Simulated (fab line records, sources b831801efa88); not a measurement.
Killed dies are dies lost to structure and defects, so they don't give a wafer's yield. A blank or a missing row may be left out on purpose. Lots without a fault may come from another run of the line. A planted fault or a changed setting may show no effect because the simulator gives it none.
One fault seen from 2 desks | flow sky130 | each desk has only its own numbers; what lay behind them comes last
Where a reading is given only as a bound, like >300, the bound stands for it, and a mean or a difference that rests on one is marked > or <: the true number lies beyond.

THE TOOL OWNER'S DESK: pvd_sputter-04
The tool's own readings at SKY_CAPM_SPUTTER_02 (material TiN, target thk 200 nm, time 166.7 s): means of the sampled wafers that have a number, for each lot that ran on this tool. A lot is out of limits, marked OUT, if its mean lies more than 4 standard deviations from the usual mean; the brackets give that distance.
Columns: A = cathode_dc_power_W at SKY_CAPM_SPUTTER_02, usual 6500.1 W; B = chamber_pressure_pa at SKY_CAPM_SPUTTER_02, usual 0.4000 Pa; C = substrate_temp_c at SKY_CAPM_SPUTTER_02, usual 299.99 C; D = throttle_valve_pct at SKY_CAPM_SPUTTER_02, usual 30.4 %
lot  | first seen here | A      | B      | C      | D
L194 | day 36 09:16    | 6499.3 | 0.3999 | 300.08 | 30.1
L202 | day 38 20:45    | 6501.6 | 0.4006 | 300.02 | 30.6
L206 | day 40 11:47    | 6499.3 | 0.3996 | 299.91 | 30.1
L208 | day 41 01:58    | 6500.0 | 0.3996 | 299.82 | 30.3
L209 | day 41 09:11    | 6499.7 | 0.3995 | 299.71 | 30.0
L212 | day 41 22:07    | 6499.4 | 0.3994 | 300.09 | 30.7
L214 | day 42 14:39    | 6500.2 | 0.3994 | 300.13 | 30.6
This desk's finding: nothing out of limits on any of the 7 lots.

THE METROLOGY DESK
What the gauges read, lot by lot, whatever tool the lot ran on: means of the sampled wafers that have a number. A lot is out of limits, marked OUT, if its mean lies more than 4 standard deviations from the usual mean; the brackets give that distance.
Columns: A = VIA2_OVL at SKY_VIA2_OVL_MEAS_13, usual -7 nm; B = CAPM_TIN_RS at SKY_CAPM_RS_MEAS_03, usual 6.91 ohm/sq; C = CAPM_TIN_THK at SKY_CAPM_THK_MEAS_04, usual 200.0 nm
lot  | first seen here | A   | B    | C
L194 | day 36 07:33    | -6  | 6.87 | 200.8
L196 | day 37 03:34    | 0   | 6.90 | 200.6
L202 | day 38 19:07    | -10 | 6.98 | 196.8
L204 | day 39 10:54    | -11 | -    | <0.0 (<-87) OUT
L205 | day 39 18:13    | -6  | -    | <0.0 (<-87) OUT
L206 | day 40 10:10    | -9  | 6.97 | 197.6
L208 | day 41 00:20    | -7  | 6.93 | 199.2
L209 | day 41 07:33    | -10 | 6.95 | 198.5
L212 | day 41 20:26    | -4  | 6.93 | 201.4
L214 | day 42 13:01    | -7  | 6.76 | 206.4
This desk's finding: out of limits on L204, L205; first on L204, day 39 12:47 (CAPM_TIN_THK at SKY_CAPM_THK_MEAS_04). In limits: L194, L196, L202, L206, L208, L209, L212, L214.

PUT TOGETHER
The metrology desk could have raised an alarm at day 39 12:47, on L204, L205.
The tool owner's desk saw nothing out of limits.
The tool owner's desk has no number on record for L204, L205.
Of the lots named, all ran SKY_CAPM_SPUTTER_02 on pvd_sputter-04.

WHAT THE SIMULATOR HAD PUT IN
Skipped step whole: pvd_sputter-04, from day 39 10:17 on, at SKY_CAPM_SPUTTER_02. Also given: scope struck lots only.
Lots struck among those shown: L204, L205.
Hours from the fault's start to each desk's first reading out of limits: the metrology desk, 2.
